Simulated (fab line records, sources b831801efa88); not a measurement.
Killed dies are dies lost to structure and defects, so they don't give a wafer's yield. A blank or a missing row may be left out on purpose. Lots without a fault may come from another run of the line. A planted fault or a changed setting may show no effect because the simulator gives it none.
Which tool did it? | flow gf180mcu | 7 lots, 21 wafers sampled, at 4 steps of a route of 602

WHAT THE GAUGES READ, wafer by wafer
GF_V3_RS_MEAS_24: measures by four-point-probe.
lot  | measured     | on            | V3_W_RS (ohm/sq)
L451 | day 22 13:04 | film_metro-03 | 0.325 0.337 0.325
L456 | day 24 20:20 | film_metro-03 | 0.327 0.337 0.334
L458 | day 25 08:32 | film_metro-03 | 0.330 0.335 0.332
L461 | day 26 10:41 | film_metro-04 | 0.329 0.327 0.329
L465 | day 27 10:37 | film_metro-03 | 0.334 0.322 0.327
L469 | day 28 14:46 | film_metro-03 | 0.331 0.333 0.336
L472 | day 29 08:46 | film_metro-02 | 0.317 0.324 0.322

WHICH TOOL RAN EACH LOT (tool, then ch and the chambers of the sampled wafers, then the start)
lot  | GF_HV_LDD_CLEAN_51              | GF_M1_SPUTTER_00             | GF_V3_SPUTTER_22
L451 | wet_bench-02 ch 2, day 12 14:23 | pvd_sputter-01, day 16 07:08 | pvd_sputter-03, day 22 12:55
L456 | wet_bench-04 ch 3, day 14 14:56 | pvd_sputter-02, day 18 15:29 | pvd_sputter-02, day 24 20:11
L458 | wet_bench-04 ch 1, day 15 02:32 | pvd_sputter-02, day 19 04:46 | pvd_sputter-02, day 25 08:20
L461 | wet_bench-02 ch 3, day 16 07:35 | pvd_sputter-04, day 20 12:11 | pvd_sputter-03, day 26 10:31
L465 | wet_bench-02 ch 1, day 17 11:50 | pvd_sputter-02, day 21 17:23 | pvd_sputter-02, day 27 10:28
L469 | wet_bench-04 ch 2, day 18 19:38 | pvd_sputter-04, day 23 01:49 | pvd_sputter-03, day 28 14:35
L472 | wet_bench-04 ch 3, day 19 15:53 | pvd_sputter-04, day 23 21:57 | pvd_sputter-02, day 29 08:37
- GF_HV_LDD_CLEAN_51: cleans in SC1/SC2, time 150 s.
- GF_M1_SPUTTER_00: material Ti, target thk 37.5 nm, time 150 s.
- GF_V3_SPUTTER_22: material TiN, target thk 10 nm, time 40 s.

THE ANSWER, worked out from the rows above alone
Rule: what is usual is taken from the lots themselves. Put in order of their means at a reading, lots are off if they are a third of the lots or fewer, leave a main group of 4 or more, and stand apart from it by a gap of 3 or more times the standard deviation of the main group's means; of several such gaps the widest counts. A main group whose means are all the same, to the digits that the tables above print for the reading, isn't used. A lot without any number at a reading at which 4 lots or more have one is off too. The other lots that the step has rows for count as sound.
No lot is off at any reading shown: from this, nothing can be told.

WHAT THE SIMULATOR HAD PUT IN
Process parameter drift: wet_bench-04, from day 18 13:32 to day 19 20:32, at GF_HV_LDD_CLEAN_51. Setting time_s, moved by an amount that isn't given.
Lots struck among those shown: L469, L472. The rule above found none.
